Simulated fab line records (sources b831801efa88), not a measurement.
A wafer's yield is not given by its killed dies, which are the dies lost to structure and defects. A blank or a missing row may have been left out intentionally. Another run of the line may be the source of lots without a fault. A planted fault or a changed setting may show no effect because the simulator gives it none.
fab line records	flow sky130
[record] lots = 10	wafers = 29	last_day = 51
route steps=708 shown LDD_HVN@277 LDD_HVP@287 LI_CONTACT@375 METAL2@485
lots that met no fault: from a run of the same line without faults
start_h: hours from the record's opening day to when the first of the lot's shown wafers began	wait_h: hours elapsed since this lot's preceding step	" repeats the value in the row above	L1.1+2: a single row standing in for several wafers	- value missing, or start not given	* or withheld: withheld	< > ~ a bound
route shown NAME@n: a module of which the file shows steps, and the number in the route of the first	usual: mean and standard deviation over wafers with no fault	same: alike in all rows	chamber/n: place in a boat	sites: each site's reading	_std_site: standard deviation across them	_edge_site: the outer-site mean with the inner-site mean subtracted	radius_mm: how far each site lies from the wafer's centre	mask NAME#n: copy n	behind: tool/chamber where the wafer was last shaped	hold: cause of the lot's hold/its duration in hours/its outcome	device: the n, p or np transistor that did not switch	end of line: the same wafers' tests at the end of the route	step lacking rows: just its recipe	killed: at the first sort, the dies lost to defects and structure; wafer yield is something else	map: a wafer's dies, marking killed ones x, the rest . and places with no die _
set.NAME: the setting the step ran with; set.NAME@STEP: the setting that earlier step ran with	model.NAME: the simulator's own value behind a step, which no gauge read
route steps across a sampled set of lots; one table per step, one row per wafer
services: from which hour (start_h, from the record's first day; less than 0 if before it) a tool's chamber was out of use, for how many hours, and why
[[steps]]
[step SKY_LDD_HVN_TW_MEAS_10]
[usual] LDD_HVN_TW = 1441/6.7
lot.wafer	tool	chamber	start_h	wait_h	LDD_HVN_TW
L452.2	film_metro-03	-	467.56	0.1	1450
L452.3	"	-	"	"	1456
L452.4	"	-	"	"	1454
L454.1	film_metro-03	-	491.65	0.1	1435
L454.2	"	-	"	"	1436
L454.3	"	-	"	"	1447
L455.2	film_metro-03	-	497.16	0.1	1443
L455.5	"	-	"	"	1437
L455.6	"	-	"	"	1436
L456.2	film_metro-03	-	507.21	0.1	1438
L456.5	"	-	"	"	1433
L456.6	"	-	"	"	1438
L457.2	film_metro-04	-	523.61	0.1	1446
L457.4	"	-	"	"	1437
L457.6	"	-	"	"	1446
L463.1	film_metro-03	-	579.05	0.1	1442
L463.4	"	-	"	"	1434
L463.5	"	-	"	"	1440
L466.3	film_metro-03	-	606.77	0.1	1443
L466.5	"	-	"	"	1440
L469.3	film_metro-02	-	620.52	0.1	1434
L469.4	"	-	"	"	1442
L469.6	"	-	"	"	1440
L473.1	film_metro-03	-	666.04	0.1	1440
L473.3	"	-	"	"	1440
L473.6	"	-	"	"	1438
L474.4	film_metro-02	-	675.23	0.1	1434
L474.5	"	-	"	"	1437
L474.6	"	-	"	"	1443
[step SKY_LDD_HVP_STRIP_09]
[recipe] chemistry = O2/N2	power_w = 1400	pressure_mtorr = 1500	platen_temp_c = withheld	o2_flow_sccm = 3000	n2_flow_sccm = 300	overash_fraction = 0.5
[usual] drypump_motor_current_A = 5.16/0.18	oes_product_au = 0.408/0.0047	strip_time_to_endpoint_s = 4.137/0.014
lot.wafer	tool	chamber	start_h	wait_h	drypump_motor_current_A	oes_product_au	rf_hours_counter_h	strip_time_to_endpoint_s
L452.2	plasma_asher-02	1	498.65	0.1	5.40	0.405	67	4.157
L452.3	"	1	"	"	5.40	0.404	-	4.153
L452.4	"	0	"	"	5.08	0.410	-	4.137
L454.1	plasma_asher-02	1	522.59	0.1	5.41	0.408	69	4.136
L454.2	"	0	"	"	5.11	0.415	69	4.154
L454.3	"	0	"	"	5.09	0.415	-	4.157
L455.2	plasma_asher-03	0	527.44	0.1	5.39	0.399	9	4.147
L455.5	"	1	"	"	5.18	0.407	-	4.143
L455.6	"	0	"	"	5.38	0.405	-	4.133
L456.2	plasma_asher-04	0	538.49	0.1	4.92	0.404	86	4.148
L456.5	"	1	"	"	5.19	0.408	-	4.136
L456.6	"	0	"	"	4.91	0.402	-	4.134
L457.2	plasma_asher-02	1	553.90	0.1	5.40	0.413	72	4.150
L457.4	"	0	"	"	5.08	0.408	-	4.142
L457.6	"	1	"	"	5.42	0.407	-	4.130
L463.1	plasma_asher-04	1	608.80	0.1	5.20	0.407	93	4.134
L463.4	"	0	"	"	4.91	0.409	-	4.125
L463.5	"	1	"	"	5.20	0.405	-	4.130
L466.3	plasma_asher-04	0	636.38	0.1	4.92	0.403	-	4.131
L466.5	"	0	"	"	4.89	0.416	-	4.135
L469.3	plasma_asher-03	0	649.63	0.1	5.42	0.399	-	4.129
L469.4	"	1	"	"	5.18	0.412	-	4.122
L469.6	"	1	"	"	5.20	0.405	-	4.109
L473.1	plasma_asher-04	1	694.05	0.1	5.20	0.408	102	4.144
L473.3	"	1	"	"	5.18	0.409	-	4.144
L473.6	"	1	"	"	5.18	0.407	-	4.159
L474.4	plasma_asher-04	1	703.58	0.1	5.20	0.416	-	4.129
L474.5	"	0	"	"	4.90	0.413	-	4.126
L474.6	"	1	"	"	5.18	0.407	-	4.148
[step SKY_LI_CONTACT_OVL_MEAS_13]
[usual] LI_CONTACT_OVL = 1/5.6
lot.wafer	tool	chamber	start_h	wait_h	LI_CONTACT_OVL[nm]
L452.2	overlay-02	-	683.98	0.1	1
L452.3	"	-	"	"	5
L452.4	"	-	"	"	2
L454.1	overlay-02	-	706.13	0.1	5
L454.2	"	-	"	"	4
L454.3	"	-	"	"	6
L455.2	overlay-01	-	709.09	0.1	3
L455.5	"	-	"	"	-6
L455.6	"	-	"	"	0
L456.2	overlay-02	-	718.59	0.1	-9
L456.5	"	-	"	"	-2
L456.6	"	-	"	"	4
L457.2	overlay-01	-	732.79	0.1	2
L457.4	"	-	"	"	3
L457.6	"	-	"	"	-2
L463.1	overlay-02	-	783.08	0.1	0
L463.4	"	-	"	"	3
L463.5	"	-	"	"	3
L466.3	overlay-01	-	808.69	0.1	7
L466.5	"	-	"	"	13
L469.3	overlay-02	-	821.74	0.1	-1
L469.4	"	-	"	"	-1
L469.6	"	-	"	"	-5
L473.1	overlay-01	-	861.28	0.1	5
L473.3	"	-	"	"	3
L473.6	"	-	"	"	-8
L474.4	overlay-01	-	871.95	0.1	-4
L474.5	"	-	"	"	6
L474.6	"	-	"	"	-5
[step SKY_METAL2_SPUTTER_02]
[recipe] material = AlCu	target_thk_nm = 250	power_w = 10600	time_s = 13.3	chamber_pressure_pa = 0.4
[usual] throttle_valve_pct = 29.5/1
lot.wafer	tool	chamber	start_h	wait_h	throttle_valve_pct
L452.2	pvd_sputter-04	-	803.03	0.0	29.7
L452.3	"	-	"	"	30.4
L452.4	"	-	"	"	29.4
L454.1	pvd_sputter-01	-	822.78	0.0	31.2
L454.2	"	-	"	"	30.3
L454.3	"	-	"	"	30.7
L455.2	pvd_sputter-04	-	826.48	0.0	29.4
L455.5	"	-	"	"	29.4
L455.6	"	-	"	"	30.9
L456.2	pvd_sputter-01	-	834.69	0.0	30.5
L456.5	"	-	"	"	30.5
L456.6	"	-	"	"	29.4
L457.2	pvd_sputter-04	-	849.37	0.0	29.5
L457.4	"	-	"	"	29.4
L457.6	"	-	"	"	29.1
L463.1	pvd_sputter-01	-	897.62	0.0	30.4
L463.4	"	-	"	"	29.4
L463.5	"	-	"	"	29.6
L466.3	pvd_sputter-04	-	921.54	0.0	28.6
L466.5	"	-	"	"	30.7
L469.3	pvd_sputter-02	-	935.58	0.0	30.2
L469.4	"	-	"	"	27.0
L469.6	"	-	"	"	30.2
L473.1	pvd_sputter-01	-	971.99	0.0	29.8
L473.3	"	-	"	"	30.0
L473.6	"	-	"	"	30.1
L474.4	pvd_sputter-01	-	980.16	0.0	30.2
L474.5	"	-	"	"	29.4
L474.6	"	-	"	"	30.2
[step SKY_METAL2_RS_MEAS_05]
[recipe] thk_meas_gauge = four-point-probe	reads = TiN_of_METAL2_SPUTTER_04+Ti_of_METAL2_SPUTTER_03+AlCu_of_METAL2_SPUTTER_02+TiN_of_METAL2_SPUTTER_01+Ti_of_METAL2_SPUTTER_00
[usual] METAL2_ALCU_RS = 0.1262/0.0015
lot.wafer	tool	chamber	start_h	wait_h	METAL2_ALCU_RS[ohm/sq]
L452.2	film_metro-01	-	803.14	0.0	0.1249
L452.3	"	-	"	"	0.1265
L452.4	"	-	"	"	0.1266
L454.1	film_metro-03	-	822.87	0.0	0.1242
L454.2	"	-	"	"	0.1262
L454.3	"	-	"	"	0.1252
L455.2	film_metro-03	-	826.59	0.0	0.1244
L455.5	"	-	"	"	0.1272
L455.6	"	-	"	"	0.1271
L456.2	film_metro-01	-	834.80	0.0	0.1250
L456.5	"	-	"	"	0.1256
L456.6	"	-	"	"	0.1263
L457.2	film_metro-03	-	849.48	0.0	0.1255
L457.4	"	-	"	"	0.1271
L457.6	"	-	"	"	0.1272
L463.1	film_metro-02	-	897.71	0.0	0.1273
L463.4	"	-	"	"	0.1274
L463.5	"	-	"	"	0.1269
L466.3	film_metro-02	-	921.67	0.1	0.1633
L466.5	"	-	"	"	0.1283
L469.3	film_metro-03	-	935.71	0.1	0.1244
L469.4	"	-	"	"	0.1239
L469.6	"	-	"	"	0.1240
L473.1	film_metro-02	-	972.08	0.0	0.1268
L473.3	"	-	"	"	0.1265
L473.6	"	-	"	"	0.1255
L474.4	film_metro-01	-	980.32	0.1	0.1274
L474.5	"	-	"	"	0.1286
L474.6	"	-	"	"	0.1271
[step SKY_METAL2_THK_MEAS_06]
[recipe] thk_meas_gauge = xrf	reads = AlCu_of_METAL2_SPUTTER_02
[usual] METAL2_ALCU_THK = 254/3.1
lot.wafer	tool	chamber	start_h	wait_h	METAL2_ALCU_THK[nm]
L452.2	film_metro-01	-	803.25	0.1	257
L452.3	"	-	"	"	255
L452.4	"	-	"	"	252
L454.1	film_metro-03	-	822.99	0.1	255
L454.2	"	-	"	"	251
L454.3	"	-	"	"	255
L455.2	film_metro-03	-	826.70	0.1	255
L455.5	"	-	"	"	250
L455.6	"	-	"	"	249
L456.2	film_metro-01	-	834.91	0.1	255
L456.5	"	-	"	"	254
L456.6	"	-	"	"	253
L457.2	film_metro-03	-	849.59	0.1	256
L457.4	"	-	"	"	252
L457.6	"	-	"	"	254
L463.1	film_metro-02	-	897.83	0.1	252
L463.4	"	-	"	"	251
L463.5	"	-	"	"	251
L466.3	film_metro-02	-	921.77	0.1	198
L466.5	"	-	"	"	249
L469.3	film_metro-03	-	935.81	0.1	256
L469.4	"	-	"	"	256
L469.6	"	-	"	"	257
L473.1	film_metro-02	-	972.20	0.1	251
L473.3	"	-	"	"	253
L473.6	"	-	"	"	255
L474.4	film_metro-01	-	980.41	0.1	250
L474.5	"	-	"	"	250
L474.6	"	-	"	"	252
[step SKY_METAL2_METAL_ETCH_19]
[recipe] target_depth_a = 3600	stop_on = SiO2	over_etch_frac = 0.3	time_s = 78	chemistry = Cl2/BCl3	resist_sidewall_deg = 88	pressure_mtorr = 10	icp_w = 900	bias_w = 48.5	Cl2_flow_sccm = 60	bcl3_flow_sccm = 30
[usual] drypump_motor_current_A = 5.7/0.34	mfc_cl2_sccm = 59.99/0.21	oes_product_au = 0.856/0.006	throttle_valve_pct = 22.265/0.0094
lot.wafer	tool	chamber	start_h	wait_h	drypump_motor_current_A	mfc_cl2_sccm	oes_product_au	rf_hours_counter_h	throttle_valve_pct
L452.2	rie_metal-03	1	830.42	0.0	6.3	60.06	0.854	3	22.261
L452.3	"	1	"	"	6.3	59.93	0.850	-	22.277
L452.4	"	0	"	"	5.4	60.00	0.857	-	22.237
L454.1	rie_metal-04	0	850.02	0.0	5.5	60.10	0.862	11	22.266
L454.2	"	1	"	"	5.2	60.06	0.849	6	22.259
L454.3	"	1	"	"	5.2	60.28	0.855	-	22.261
L455.2	rie_metal-01	0	853.77	0.0	5.7	60.04	0.863	8	22.264
L455.5	"	1	"	"	5.9	60.04	0.852	-	22.276
L455.6	"	0	"	"	5.7	60.06	0.846	-	22.274
L456.2	rie_metal-03	1	861.42	0.0	6.3	59.52	0.857	4	22.264
L456.5	"	0	"	"	5.5	59.97	0.862	-	22.255
L456.6	"	1	"	"	6.3	59.94	0.864	-	22.271
L457.2	rie_metal-04	1	877.16	0.0	5.2	59.98	0.851	7	22.261
L457.4	"	0	"	"	5.4	59.49	0.843	-	22.256
L457.6	"	0	"	"	5.4	59.61	0.852	-	22.272
L463.1	rie_metal-03	1	924.12	0.0	6.3	60.19	0.857	7	22.269
L463.4	"	1	"	"	6.3	59.77	0.860	-	22.274
L463.5	"	1	"	"	6.3	60.17	0.851	-	22.272
L466.3	rie_metal-03	1	946.75	0.1	6.3	59.81	0.815	-	22.263
L466.5	"	0	"	"	5.5	59.92	0.848	-	22.260
L469.3	rie_metal-01	1	961.00	0.1	5.9	60.33	0.864	-	22.259
L469.4	"	0	"	"	5.7	60.02	0.866	-	22.274
L469.6	"	1	"	"	5.9	59.85	0.857	-	22.259
L473.1	rie_metal-04	1	996.62	0.0	5.2	60.12	0.859	12	22.251
L473.3	"	0	"	"	5.5	60.06	0.862	-	22.270
L473.6	"	0	"	"	5.4	60.20	0.860	-	22.268
L474.4	rie_metal-01	1	1004.40	0.1	5.8	60.14	0.860	-	22.276
L474.5	"	1	"	"	5.8	60.02	0.852	-	22.261
L474.6	"	0	"	"	5.7	59.88	0.854	-	22.276
[[services]]
tool	chamber	start_h	hours	kind
pvd_sputter-01	-	484.31	4.2	repair
pvd_sputter-01	-	513.50	9.4	repair
plasma_asher-02	-	528.27	0.7	repair
rie_metal-01	0	544.72	1.5	repair
rie_metal-01	-	547.95	0.7	repair
rie_metal-01	-	551.06	0.2	repair
rie_metal-01	-	553.51	2.8	pm
rie_metal-04	1	580.02	100.9	repair
rie_metal-03	-	593.00	2.8	pm
pvd_sputter-01	-	596.60	4.4	repair
pvd_sputter-04	-	598.27	5.5	repair
pvd_sputter-01	-	612.09	3.0	repair
rie_metal-03	-	628.39	4.0	pm
pvd_sputter-01	-	649.47	2.0	repair
rie_metal-03	0	658.37	9.2	repair
rie_metal-01	-	672.79	14.6	pm
rie_metal-04	0	681.92	23.8	repair
pvd_sputter-01	-	711.02	6.3	repair
plasma_asher-04	-	733.75	9.0	pm
pvd_sputter-01	-	756.69	4.0	repair
pvd_sputter-01	-	786.14	1.7	repair
pvd_sputter-01	-	853.43	13.4	repair
pvd_sputter-01	-	921.39	1.7	repair
pvd_sputter-01	-	967.40	4.0	repair
[[key]]
[first_sign] step = SKY_METAL2_RS_MEAS_05	reading = METAL2_ALCU_RS	direction = up	sigmas = 25	usual = 0.1262	struck = 0.1633
[effect] step = SKY_METAL2_THK_MEAS_06	reading = METAL2_ALCU_THK	direction = down	sigmas = 18	usual = 254	struck = 198
[effect] step = SKY_METAL2_METAL_ETCH_19	reading = oes_product_au	direction = down	sigmas = 6.9	usual = 0.856	struck = 0.815
met_at SKY_METAL2_SPUTTER_02
struck_lots L466
struck_wafers L466.3
not_acting_at SKY_LDD_HVN_TW_MEAS_10,SKY_LDD_HVP_STRIP_09,SKY_LI_CONTACT_OVL_MEAS_13
onset_between 849.37 921.54
[fault] kind = process_parameter_drift	tool = pvd_sputter-04	chamber = -	onset_h = 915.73	steps = SKY_METAL2_SPUTTER_02	channel = target_thk_nm	offset = -55.484	shape = step	end_h = 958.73	scope = struck_wafers_only	acts_in = these_recipes_only	stated = 250
